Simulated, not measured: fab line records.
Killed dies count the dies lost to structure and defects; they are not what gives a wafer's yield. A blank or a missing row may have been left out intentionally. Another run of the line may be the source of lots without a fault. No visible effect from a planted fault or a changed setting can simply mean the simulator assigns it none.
fab line records    flow sky130
[record] lots = 6  wafers = 18  last-day = 50
route steps=708 shown LDD_N@252 LDD_P@255 LDD_HVN@267 PAD_OPEN@708
lots that met no fault: from a run of the same line without faults
start-h: start of the lot's first displayed wafer, in hours after the record's first day    wait-h: hours from the lot's prior step to this one    " repeats the value in the row above    L1.1+2: a single row standing in for several wafers    - no value, or no start given    * or withheld: withheld    < > ~ a bound
route shown NAME@n: NAME is a module with steps in the file, n the number in the route of the first one    usual: the fault-free wafers' mean and standard deviation    same: alike in all rows    chamber/n: place in a boat    sites: the reading at each site    _std_site: standard deviation across them    _edge_site: outer sites' mean less inner sites'    radius-mm: how far each site lies from the wafer's centre    mask NAME#n: copy n    behind: the tool/chamber that last shaped the wafer    hold: why the lot was held/for how many hours/how that ended    device: whichever transistor did not switch (one of n, p or np)    end of line: at the end of the route, the tests of the same wafers    where a step has no rows: the recipe by itself    killed: dies lost to structure and defects at the first sort, not the wafer's yield    map: per-die view of a wafer (x killed, . not killed, _ where there is no die)
set.NAME: the setting as run; set.NAME@STEP: as run at that earlier step    model.NAME: the simulator's own value behind a step, which no gauge read
lots at selected steps of the route; one table per step, one row per wafer
services: from which hour (start-h, from the record's first day; less than 0 if before it) a tool's chamber was out of use, for how many hours, and why
[[steps]]
[step SKY_LDD_N_IMPLANT_15]
[recipe] species = BF2  energy-kev = 50  dose-cm2 = 5e+12  tilt-deg = 30  rotation-deg = 270
[step SKY_LDD_N_STRIP_16]
[recipe] chemistry = O2/N2  power-w = 1400  pressure-mtorr = 1500  platen-temp-c = withheld  o2-flow-sccm = 3000  n2-flow-sccm = 300  overash-fraction = 0.5
[usual] drypump-motor-current-A = 5.7/0.49  n2-flow-sccm = 300.1/1.2  oes-product-au = 0.406/0.0046  strip-time-to-endpoint-s = 4.311/0.016
lot.wafer  tool             chamber  start-h  wait-h  drypump-motor-current-A  n2-flow-sccm  oes-product-au  rf-hours-counter-h  strip-time-to-endpoint-s
L687.1     plasma-asher-02  1        450.46   0.1     6.1                      300.2         0.400           33                  4.318
L687.2     "                0        "        "       5.0                      302.1         0.397           33                  4.297
L687.3     "                0        "        "       5.0                      302.8         0.403           -                   4.320
L691.3     plasma-asher-01  0        487.90   0.1     6.3                      299.8         0.410           -                   4.295
L691.4     "                1        "        "       5.7                      298.2         0.402           -                   4.311
L691.5     "                1        "        "       5.7                      299.9         0.419           -                   4.318
L697.2     plasma-asher-02  0        537.22   0.1     5.0                      299.4         0.408           41                  4.311
L697.3     "                1        "        "       6.1                      300.4         0.411           -                   4.320
L697.4     "                0        "        "       5.0                      300.4         0.409           -                   4.302
L698.1     plasma-asher-03  0        545.12   0.1     5.2                      299.5         0.401           83                  4.303
L698.5     "                0        "        "       5.2                      299.5         0.404           -                   4.291
L698.6     "                1        "        "       6.1                      300.5         0.411           -                   4.292
L704.2     plasma-asher-01  1        605.97   0.1     5.7                      299.7         0.412           18                  4.328
L704.3     "                0        "        "       6.3                      300.6         0.407           -                   4.327
L704.5     "                0        "        "       6.4                      300.2         0.416           -                   4.316
L705.1     plasma-asher-03  0        624.41   0.1     5.2                      300.2         0.408           91                  4.306
L705.2     "                1        "        "       6.1                      300.6         0.409           91                  4.335
L705.4     "                0        "        "       5.2                      300.7         0.406           -                   4.321
[step SKY_LDD_N_TW_MEAS_17]
[usual] LDD_N_TW = 2583/31
lot.wafer  tool           chamber  start-h  wait-h  LDD_N_TW
L687.1     film-metro-03  -        450.56   0.1     2533
L687.2     "              -        "        "       2538
L687.3     "              -        "        "       2547
L691.3     film-metro-02  -        487.98   0.1     2591
L691.4     "              -        "        "       2581
L691.5     "              -        "        "       2582
L697.2     film-metro-04  -        537.33   0.1     2603
L697.3     "              -        "        "       2593
L697.4     "              -        "        "       2577
L698.1     film-metro-04  -        545.22   0.1     2586
L698.5     "              -        "        "       2593
L698.6     "              -        "        "       2588
L704.2     film-metro-02  -        606.08   0.1     2604
L704.3     "              -        "        "       2596
L704.5     "              -        "        "       2592
L705.1     film-metro-02  -        624.51   0.1     2590
L705.2     "              -        "        "       2601
L705.4     "              -        "        "       2598
[step SKY_LDD_P_DEHYDRATE_00]
[recipe] temp-c = 200  time-s = 60
[step SKY_LDD_P_HMDS_01]
[recipe] prime-time-s = 60  prime-temp-c = 120
[step SKY_LDD_P_COAT_02]
[recipe] resist = NOVOLAK  spin-rpm = 3000  resist-thk-nm = 1140
[step SKY_LDD_P_SOFTBAKE_03]
[recipe] temp-c = 90  time-s = 60  resist = NOVOLAK
[step SKY_LDD_P_EXPOSE_04]
[recipe] mask-id = PSDM  na = 0.6  source-shape = conventional  sigma-outer = 0.6  polarization = unpolarized  target-cd-nm = 380  dose-mj = 136.8
[step SKY_LDD_P_PEB_05]
[recipe] temp-c = withheld  time-s = *  resist = NOVOLAK
[step SKY_LDD_P_DEVELOP_06]
[recipe] resist = NOVOLAK  developer = TMAH  develop-time-s = 60  dev-temp-c = 23
[step SKY_LDD_P_CD_MEAS_07]
[recipe] target-cd-nm = 380
[usual] cd-nm = 379.6/2.6
lot.wafer  tool       chamber  start-h  wait-h  cd-nm
L687.1     cd-sem-01  -        481.03   0.1     379.4
L687.2     "          -        "        "       380.1
L687.3     "          -        "        "       380.6
L691.3     cd-sem-01  -        517.47   0.1     379.3
L691.4     "          -        "        "       380.0
L691.5     "          -        "        "       378.5
L697.2     cd-sem-01  -        565.46   0.1     380.6
L697.3     "          -        "        "       383.8
L697.4     "          -        "        "       382.9
L698.1     cd-sem-02  -        573.94   0.1     378.4
L698.5     "          -        "        "       376.5
L698.6     "          -        "        "       378.6
L704.2     cd-sem-01  -        635.15   0.1     375.3
L704.3     "          -        "        "       374.8
L704.5     "          -        "        "       377.2
L705.1     cd-sem-01  -        652.93   0.1     380.5
L705.2     "          -        "        "       374.0
L705.4     "          -        "        "       375.5
[step SKY_LDD_P_OVL_MEAS_08]
[usual] LDD_P_OVL = -0.1/1.4
lot.wafer  tool        chamber  start-h  wait-h  LDD_P_OVL[nm]
L687.1     overlay-02  -        481.15   0.1     0.8
L687.2     "           -        "        "       1.6
L687.3     "           -        "        "       1.3
L691.3     overlay-02  -        517.57   0.1     -2.3
L691.4     "           -        "        "       -2.0
L691.5     "           -        "        "       0.3
L697.2     overlay-02  -        565.57   0.1     0.8
L697.3     "           -        "        "       1.4
L697.4     "           -        "        "       -3.7
L698.1     overlay-01  -        574.06   0.1     -0.4
L698.5     "           -        "        "       1.4
L698.6     "           -        "        "       0.2
L704.2     overlay-01  -        635.26   0.1     0.9
L704.3     "           -        "        "       0.1
L704.5     "           -        "        "       0.8
L705.1     overlay-02  -        653.05   0.1     0.1
L705.2     "           -        "        "       1.9
L705.4     "           -        "        "       -1.6
[step SKY_LDD_P_IMPLANT_09]
[recipe] species = BF2  energy-kev = 25  dose-cm2 = 1e+13  tilt-deg = withheld
[usual] dose-ions-cm2 = 1.0001e+13/1.1e+10  faraday-current-uA = 56.4/1.1
lot.wafer  tool          chamber  start-h  wait-h  dose-ions-cm2  faraday-current-uA
L687.1     implanter-03  0        481.18   0.0     1.0015e+13     54.5
L687.2     "             0        "        "       1.0001e+13     57.7
L687.3     "             0        "        "       1.0009e+13     54.8
L691.3     implanter-03  0        517.64   0.1     1e+13          56.6
L691.4     "             0        "        "       1.0002e+13     55.7
L691.5     "             0        "        "       9.989e+12      54.5
L697.2     implanter-03  0        565.62   0.0     2.233e+12      12.7
L697.3     "             0        "        "       2.238e+12      13.0
L697.4     "             0        "        "       2.247e+12      13.0
L698.1     implanter-03  0        574.10   0.0     2.233e+12      12.5
L698.5     "             0        "        "       2.22e+12       12.5
L698.6     "             0        "        "       2.238e+12      12.4
L704.2     implanter-01  0        635.31   0.0     1.0015e+13     55.0
L704.3     "             0        "        "       1.0009e+13     56.1
L704.5     "             0        "        "       1.0011e+13     58.2
L705.1     implanter-01  0        653.09   0.0     1.0004e+13     56.8
L705.2     "             0        "        "       1.0007e+13     57.7
L705.4     "             0        "        "       1.0022e+13     55.5
[step SKY_LDD_P_STRIP_10]
[recipe] chemistry = O2/N2  power-w = 1400  pressure-mtorr = 1500  platen-temp-c = withheld  o2-flow-sccm = 3000  n2-flow-sccm = 300  overash-fraction = 0.5
[usual] drypump-motor-current-A = 5.5/0.45  n2-flow-sccm = 300.1/0.97  oes-product-au = 0.715/0.0046  strip-time-to-endpoint-s = 14.17/0.049
lot.wafer  tool             chamber  start-h  wait-h  drypump-motor-current-A  n2-flow-sccm  oes-product-au  rf-hours-counter-h  strip-time-to-endpoint-s
L687.1     plasma-asher-04  1        481.33   0.1     5.2                      300.5         0.713           67                  14.25
L687.2     "                0        "        "       5.0                      297.5         0.721           67                  14.21
L687.3     "                0        "        "       5.0                      299.9         0.713           -                   14.23
L691.3     plasma-asher-02  1        517.77   0.1     6.1                      299.7         0.722           -                   14.14
L691.4     "                0        "        "       5.0                      299.7         0.715           -                   14.15
L691.5     "                0        "        "       5.0                      299.5         0.717           -                   14.16
L697.2     plasma-asher-02  0        565.75   0.1     5.0                      300.3         0.713           44                  14.25
L697.3     "                0        "        "       5.0                      300.3         0.717           -                   14.24
L697.4     "                1        "        "       6.1                      300.4         0.713           -                   14.30
L698.1     plasma-asher-03  0        574.25   0.1     5.2                      301.0         0.717           86                  14.16
L698.5     "                1        "        "       6.1                      299.7         0.720           -                   14.16
L698.6     "                0        "        "       5.2                      300.0         0.717           -                   14.18
L704.2     plasma-asher-04  1        635.44   0.1     5.2                      299.3         0.719           83                  14.19
L704.3     "                1        "        "       5.2                      300.7         0.712           -                   14.21
L704.5     "                0        "        "       5.0                      299.4         0.714           -                   14.24
L705.1     plasma-asher-03  0        653.24   0.1     5.2                      300.1         0.720           94                  14.25
L705.2     "                1        "        "       6.0                      300.6         0.711           94                  14.26
L705.4     "                1        "        "       6.1                      301.4         0.709           -                   14.23
[step SKY_LDD_P_TW_MEAS_11]
[usual] LDD_P_TW = 644/5.2
lot.wafer  tool           chamber  start-h  wait-h  LDD_P_TW
L687.1     film-metro-01  -        481.43   0.1     648
L687.2     "              -        "        "       653
L687.3     "              -        "        "       654
L691.3     film-metro-01  -        517.86   0.1     646
L691.4     "              -        "        "       645
L691.5     "              -        "        "       648
L697.2     film-metro-01  -        565.86   0.1     401
L697.3     "              -        "        "       403
L697.4     "              -        "        "       403
L698.1     film-metro-01  -        574.35   0.1     402
L698.5     "              -        "        "       404
L698.6     "              -        "        "       403
L704.2     film-metro-02  -        635.55   0.1     638
L704.3     "              -        "        "       640
L704.5     "              -        "        "       643
L705.1     film-metro-01  -        653.34   0.1     650
L705.2     "              -        "        "       648
L705.4     "              -        "        "       649
[step SKY_LDD_HVN_DEHYDRATE_00]
[recipe] temp-c = 200  time-s = 60
[step SKY_PAD_OPEN_PROBE_99]
[usual] killed_at_M0_to_M3 = 45/6.8  killed_at_M4_up = 3.1/2  killed-at-contacts = 23/5.2  killed-at-front-end = 14/3.7  killed-at-other = 0.3/0.61  killed-dies = 86/9  killed-open = 46/6.9  killed-short = 39/6.4
[same] gross-dies = 492  killed-at-back-side = 0
lot.wafer  tool       chamber  start-h  wait-h  killed_at_M0_to_M3  killed_at_M4_up  killed-at-contacts  killed-at-front-end  killed-at-other  killed-dies  killed-open  killed-short  model.etest.tip-p.rs-ohm-sq  model.etest.tip-p.rs-ohm-sq-range  model.etest.tip-p.rs-ohm-sq-rim-less-centre  model.etest.pfet_01v8.r-on-ohm-um  model.etest.pfet_01v8.drive-ua-um  model.etest.pfet_01v8_hvt.drive-ua-um  model.etest.sram-pfet-latch.drive-ua-um  model.etest.pfet_01v8_mvt.drive-ua-um
L687.1     prober-02  -        1103.77  0.1     59                  2                23                  9                    0                93           57           34            6676                         133                                -45.88                                       2861                               194.3                              145.4                                  142.5                                    155.3
L687.2     prober-02  -        1103.82  0.1     40                  1                23                  11                   0                75           42           33            6730                         154.7                              -13.78                                       2888                               189.9                              143                                    143.1                                    152.3
L687.3     prober-02  -        1103.87  0.2     48                  4                13                  10                   2                77           44           32            6746                         186                                -57.19                                       2867                               196                                146.4                                  140.9                                    155.6
L691.3     prober-02  -        1127.39  0.2     43                  3                25                  16                   0                87           37           50            6714                         148.8                              46.17                                        2988                               188.3                              139.2                                  140.8                                    152.4
L691.4     prober-02  -        1127.44  0.2     48                  6                18                  17                   0                89           44           45            6683                         200.1                              68.71                                        2995                               186.2                              138.5                                  134.8                                    151.4
L691.5     prober-02  -        1127.49  0.2     39                  3                20                  13                   2                77           43           34            6660                         178.6                              40.93                                        2926                               190.2                              141.3                                  146.9                                    154.4
L697.2     prober-02  -        1156.61  0.1     44                  2                23                  11                   0                80           53           27            2.576e+04                    1185                               607.8                                        3231                               169.6                              126.1                                  120.5                                    139.2
L697.3     prober-02  -        1156.66  0.2     34                  2                21                  22                   1                80           46           34            2.58e+04                     991.6                              524.1                                        3186                               169.9                              126.4                                  122.5                                    141
L697.4     prober-02  -        1156.71  0.2     40                  5                16                  17                   0                78           48           30            2.613e+04                    1571                               1082                                         3235                               165.6                              124.2                                  118.2                                    139.7
L698.1     prober-01  -        1165.30  0.1     50                  4                23                  22                   0                99           55           44            2.5e+04                      1649                               1290                                         3262                               166.4                              123.7                                  121                                      140.8
L698.5     prober-01  -        1165.50  0.2     44                  3                30                  20                   0                97           60           37            2.485e+04                    970.5                              -296.8                                       3171                               172.1                              126.4                                  125.2                                    142.8
L698.6     prober-01  -        1165.55  0.2     43                  3                29                  14                   0                89           54           35            2.456e+04                    1099                               198.9                                        3201                               169.4                              125.8                                  121.2                                    141.1
L704.2     prober-02  -        1199.11  0.1     42                  5                17                  16                   0                80           44           36            6823                         139                                -63.99                                       2786                               202.1                              149.7                                  152.6                                    156
L704.3     prober-02  -        1199.16  0.2     49                  4                21                  18                   2                94           54           40            6803                         108.4                              -16.75                                       2897                               191.2                              143.8                                  148.2                                    154.4
L704.5     prober-02  -        1199.26  0.2     46                  6                23                  15                   1                91           48           43            6847                         252.1                              -78.04                                       2863                               195.1                              145.7                                  146.5                                    152.6
L705.1     prober-02  -        1209.11  0.1     41                  5                21                  12                   1                80           44           36            6747                         130.8                              -110.4                                       2896                               192.7                              142.8                                  139                                      153
L705.2     prober-02  -        1209.16  0.1     45                  4                27                  13                   0                89           57           31            6831                         204.8                              -143.9                                       2956                               188.2                              139.3                                  139.6                                    150.2
L705.4     prober-02  -        1209.26  0.2     57                  4                25                  16                   0                102          49           52            6776                         116.1                              37.19                                        3005                               184.3                              137.4                                  134.5                                    149.4
// killed by level:class
L687.1 VIA1:geometric-particle:open=13 VIA2:geometric-particle:open=12 LI_CONTACT:geometric-particle:open=9 CONTACT:geometric-particle:open=8 METAL1:geometric-particle:short=8 METAL2:geometric-particle:short=7 VIA3:geometric-particle:open=7 VIA1:geometric-particle:short=4
L687.2 VIA1:geometric-particle:open=11 CONTACT:geometric-particle:open=8 VIA2:geometric-particle:open=6 CONTACT:geometric-particle:short=5 LI_CONTACT:geometric-particle:open=4 VIA1:geometric-particle:short=4 VIA3:geometric-particle:open=4 POLY_GATE:geometric-particle:short=3
L687.3 VIA1:geometric-particle:open=12 VIA3:geometric-particle:open=8 VIA2:geometric-particle:open=6 LI_CONTACT:geometric-particle:open=5 METAL1:geometric-particle:short=5 VIA3:geometric-particle:short=5 CONTACT:geometric-particle:open=4 VIA1:geometric-particle:short=4
L691.3 CONTACT:geometric-particle:open=10 VIA1:geometric-particle:short=10 VIA1:geometric-particle:open=9 METAL2:geometric-particle:short=7 METAL1:geometric-particle:short=6 LOCAL_INTERCONNECT:geometric-particle:short=5 FIELD_ISO:geometric-particle:short=4 POLY_GATE:geometric-particle:open=4
L691.4 CONTACT:geometric-particle:open=11 VIA2:geometric-particle:short=10 METAL1:geometric-particle:short=9 FIELD_ISO:geometric-particle:open=7 VIA1:geometric-particle:open=7 LI_CONTACT:geometric-particle:open=5 METAL2:geometric-particle:short=5 FIELD_ISO:geometric-particle:short=4
L691.5 VIA1:geometric-particle:open=8 VIA3:geometric-particle:open=7 CONTACT:geometric-particle:open=7 LOCAL_INTERCONNECT:geometric-particle:short=6 LI_CONTACT:geometric-particle:open=5 METAL1:geometric-particle:short=5 VIA2:geometric-particle:short=5 VIA2:geometric-particle:open=5
L697.2 VIA2:geometric-particle:open=10 VIA1:geometric-particle:open=10 LI_CONTACT:geometric-particle:open=7 CONTACT:geometric-particle:open=7 VIA3:geometric-particle:open=7 POLY_GATE:geometric-particle:open=6 CONTACT:geometric-particle:short=5 VIA1:geometric-particle:short=4
L697.3 VIA1:geometric-particle:open=10 LI_CONTACT:geometric-particle:open=9 POLY_GATE:geometric-particle:short=8 CONTACT:geometric-particle:open=7 FIELD_ISO:geometric-particle:open=5 CONTACT:geometric-particle:short=5 VIA3:geometric-particle:open=5 POLY_GATE:geometric-particle:open=4
L697.4 VIA2:geometric-particle:open=10 VIA3:geometric-particle:open=8 VIA1:geometric-particle:open=6 LI_CONTACT:geometric-particle:open=5 CONTACT:geometric-particle:open=5 POLY_GATE:geometric-particle:open=4 METAL1:geometric-particle:short=4 FIELD_ISO:geometric-particle:short=3
L698.1 METAL2:geometric-particle:short=10 LI_CONTACT:geometric-particle:open=9 FIELD_ISO:geometric-particle:open=8 VIA3:geometric-particle:open=8 CONTACT:geometric-particle:open=6 METAL1:geometric-particle:short=6 VIA2:geometric-particle:open=6 VIA1:geometric-particle:open=6
L698.5 VIA1:geometric-particle:open=12 CONTACT:geometric-particle:open=11 LI_CONTACT:geometric-particle:open=8 VIA3:geometric-particle:open=7 POLY_GATE:geometric-particle:open=5 CONTACT:geometric-particle:short=5 VIA2:geometric-particle:open=5 FIELD_ISO:geometric-particle:open=4
L698.6 CONTACT:geometric-particle:open=13 VIA1:geometric-particle:open=12 LI_CONTACT:geometric-particle:open=8 METAL2:geometric-particle:short=7 VIA2:geometric-particle:open=6 VIA3:geometric-particle:open=5 FIELD_ISO:geometric-particle:open=4 METAL1:geometric-particle:short=4
L704.2 VIA1:geometric-particle:open=8 METAL2:geometric-particle:short=7 CONTACT:geometric-particle:open=7 VIA3:geometric-particle:open=7 POLY_GATE:geometric-particle:open=6 LI_CONTACT:geometric-particle:open=6 VIA1:geometric-particle:short=5 FIELD_ISO:geometric-particle:short=4
L704.3 VIA1:geometric-particle:open=12 VIA3:geometric-particle:open=9 LI_CONTACT:geometric-particle:open=8 METAL2:geometric-particle:short=7 VIA1:geometric-particle:short=6 FIELD_ISO:geometric-particle:open=5 VIA2:geometric-particle:open=5 CONTACT:geometric-particle:open=5
L704.5 VIA1:geometric-particle:open=12 LI_CONTACT:geometric-particle:open=8 VIA3:geometric-particle:open=8 CONTACT:geometric-particle:open=6 METAL2:geometric-particle:short=6 METAL1:geometric-particle:short=5 FIELD_ISO:geometric-particle:open=4 VIA2:geometric-particle:short=4
L705.1 LI_CONTACT:geometric-particle:open=12 VIA3:geometric-particle:open=10 VIA2:geometric-particle:short=7 VIA1:geometric-particle:open=7 VIA3:geometric-particle:short=5 CONTACT:geometric-particle:open=4 METAL2:geometric-particle:short=4 FIELD_ISO:geometric-particle:open=3
L705.2 VIA3:geometric-particle:open=12 CONTACT:geometric-particle:open=11 VIA1:geometric-particle:open=11 FIELD_ISO:geometric-particle:open=6 LI_CONTACT:geometric-particle:open=6 LOCAL_INTERCONNECT:geometric-particle:short=5 VIA1:geometric-particle:short=5 VIA2:geometric-particle:open=5
L705.4 METAL2:geometric-particle:short=11 VIA1:geometric-particle:open=10 VIA2:geometric-particle:open=9 CONTACT:geometric-particle:open=8 VIA3:geometric-particle:open=7 FIELD_ISO:geometric-particle:short=5 LI_CONTACT:geometric-particle:open=5 LI_CONTACT:geometric-particle:short=5
[[services]]
tool             chamber  start-h  hours  kind
plasma-asher-01  0        430.25   -      clean
plasma-asher-01  1        430.25   -      clean
plasma-asher-03  -        485.90   5.9    repair
implanter-03     -        511.10   1.0    repair
plasma-asher-02  -        514.41   2.8    pm
implanter-01     -        532.23   4.0    repair
plasma-asher-04  -        537.89   0.5    repair
implanter-03     -        544.17   4.4    pm
plasma-asher-01  -        545.91   7.1    repair
plasma-asher-04  -        578.99   1.3    repair
plasma-asher-02  -        581.25   0.8    repair
plasma-asher-02  -        589.04   14.1   repair
implanter-03     -        612.02   6.7    repair
implanter-03     -        620.62   0.8    repair
plasma-asher-04  -        629.67   0.7    repair
implanter-03     -        636.59   1.9    pm
plasma-asher-04  -        646.79   14.6   pm
[[key]]
[first-sign] step = SKY_LDD_P_IMPLANT_09  reading = dose-ions-cm2  direction = down  sigmas = 99+  usual = *  struck = *
[effect] step = SKY_LDD_P_IMPLANT_09  reading = faraday-current-uA  direction = down  sigmas = 39  usual = 56.4  struck = 12.7
[effect] step = SKY_LDD_P_TW_MEAS_11  reading = LDD_P_TW  direction = down  sigmas = 47  usual = 644  struck = 403
[model-effect] step = SKY_PAD_OPEN_PROBE_99  value = etest.tip-p.rs-ohm-sq  without = 6830  struck = 2.535e+04
met-at SKY_LDD_P_IMPLANT_09
struck-wafers L697.2,L697.3,L697.4,L698.1,L698.5,L698.6
tester-left-out L697,L698
onset-between 517.64 565.62
[fault] kind = process-parameter-drift  tool = implanter-03  chamber = -  onset-h = 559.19  steps = SKY_LDD_P_IMPLANT_09  channel = dose-cm2  offset = *  shape = step  end-h = 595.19  acts-in = *  stated = *
// tester-left-out: of these lots the tester's yield and bins aren't shown, on N5 and GAA mostly nor the transistor test; their killed dies are dies lost to structure and defects alone, not to doping, threshold or leakage, so they don't give the yield
